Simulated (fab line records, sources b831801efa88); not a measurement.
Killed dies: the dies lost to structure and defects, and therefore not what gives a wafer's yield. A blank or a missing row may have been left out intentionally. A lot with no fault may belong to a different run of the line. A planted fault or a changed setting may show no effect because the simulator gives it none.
Problem report in the 8D (eight disciplines) form, filled by code ; flow sky130 ; the parts of the form that need people (team, actions taken, sign-off) are left out

== 1. THE ISSUE ==
VIA2_HDPCVD_THK at SKY_VIA2_THK_MEAS_01 reads a mean of 1410 nm on 1 wafer of 1 lot; wafers without a fault read 1184 nm with a standard deviation of 15. Relative to the usual mean, that is a shift of +15 standard deviations.
Seen first at day 39 04:21 on filmMetro-02, wafer L536.3. Wafers with a number at this step in the record: 30, from 10 lots. Rule for "out" (also "out of limits"): further than 4 standard deviations from the usual mean. Any other wafer with a number is counted as sound.

== 2. WHAT THIS IS AND IS NOT ==
question;is;is not
which readings at this step;VIA2_HDPCVD_THK;-
which lots;L536;L523, L524, L526, L529, L530, L542, L543, L544, L545
which wafers of those lots;L536.3;L536.1, L536.2
read on which gauges;filmMetro-02;filmMetro-03, filmMetro-04
when;from day 39 04:21;"up to then (17 sound wafers); but 12 sound wafers of L542, L543, L544, L545 came after"

== 3. SUSPECTS, AND WHAT RULES EACH OUT ==
Counting: any tool at a process step up to the reading remains a suspect provided it ran every lot that is out. Sound lots after the first of them don't rule it out here, since some wafers of a struck lot are sound.
- the gauge at SKY_VIA2_THK_MEAS_01 has been ruled out. All the wafers that are out were read on filmMetro-02, but those of them that SKY_VIA2_HDPCVD_00 has rows for are out there too, on other tools.
- plasmaAsher-03 at SKY_METAL2_STRIP_20 (strips in O2/N2): kept. The lot that is out, L536, ran on it at day 39 03:35; the last sound lot it ran before that was L530, at day 37 16:44.
- hdpcvd-01 at SKY_VIA2_HDPCVD_00 (deposits SiO2, target thk 1180 nm, time 196.7 s): kept. The lot that is out, L536, ran on it at day 39 04:14; the last sound lot it ran before that was L530, at day 37 17:20. Its own runLengthS readings are out on those wafers.
- At SKY_VIA2_HDPCVD_00, inside hdpcvd-01: chamber 0 took the wafers that are out, while their sound lot-mates went through chambers 1, 2.
What counting leaves: plasmaAsher-03 at SKY_METAL2_STRIP_20 and hdpcvd-01 at SKY_VIA2_HDPCVD_00.

== 4. THE CAUSE (what the simulator had put in) ==
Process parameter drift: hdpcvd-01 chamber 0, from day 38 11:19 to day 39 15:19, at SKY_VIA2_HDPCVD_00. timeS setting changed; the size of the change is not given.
This tool is one of the 2 suspects left after counting.

== 5. THE CHAIN OF EFFECTS, in route order ==
Rows list readings where the struck wafers' mean (over those with a number) sits beyond 3 standard deviations from the usual. Readings are gone through only where the record gives a usual standard deviation; hours: the median, over the lots, of the time from a lot's start at the first step in this table giving one to that lot's start at this step; sigmas: the change measured in usual standard deviations.
hours;step;reading;usual;on struck wafers;change;sigmas
0;SKY_VIA2_HDPCVD_00;runLengthS;224.2 s;259.8;+35.6;+87
0;SKY_VIA2_THK_MEAS_01;VIA2_HDPCVD_THK;1184 nm;1410;+226;+15
The process steps in it:
- SKY_VIA2_HDPCVD_00: deposits SiO2, target thk 1180 nm, time 196.7 s.
Later measuring or inspecting steps at which every struck wafer that the step has a row for has a number for every such reading, and none has moved that far: SKY_VIA2_RS_MEAS_22.

== 6. WHAT WOULD HAVE CAUGHT IT SOONER ==
Counted from the fault's start at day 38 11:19, it took 17 hours until the first out-of-limits reading at a measuring or inspecting step in this record, taken at day 39 04:21.
The tool's own readings at SKY_VIA2_HDPCVD_00 were out on every struck wafer that the step has a row for (runLengthS): an alarm limit on them would have fired on the first of those.
By day 39 04:21, every lot that is out (1) had started SKY_VIA2_HDPCVD_00 on hdpcvd-01. Holding the tool at that point would not have protected any of them.
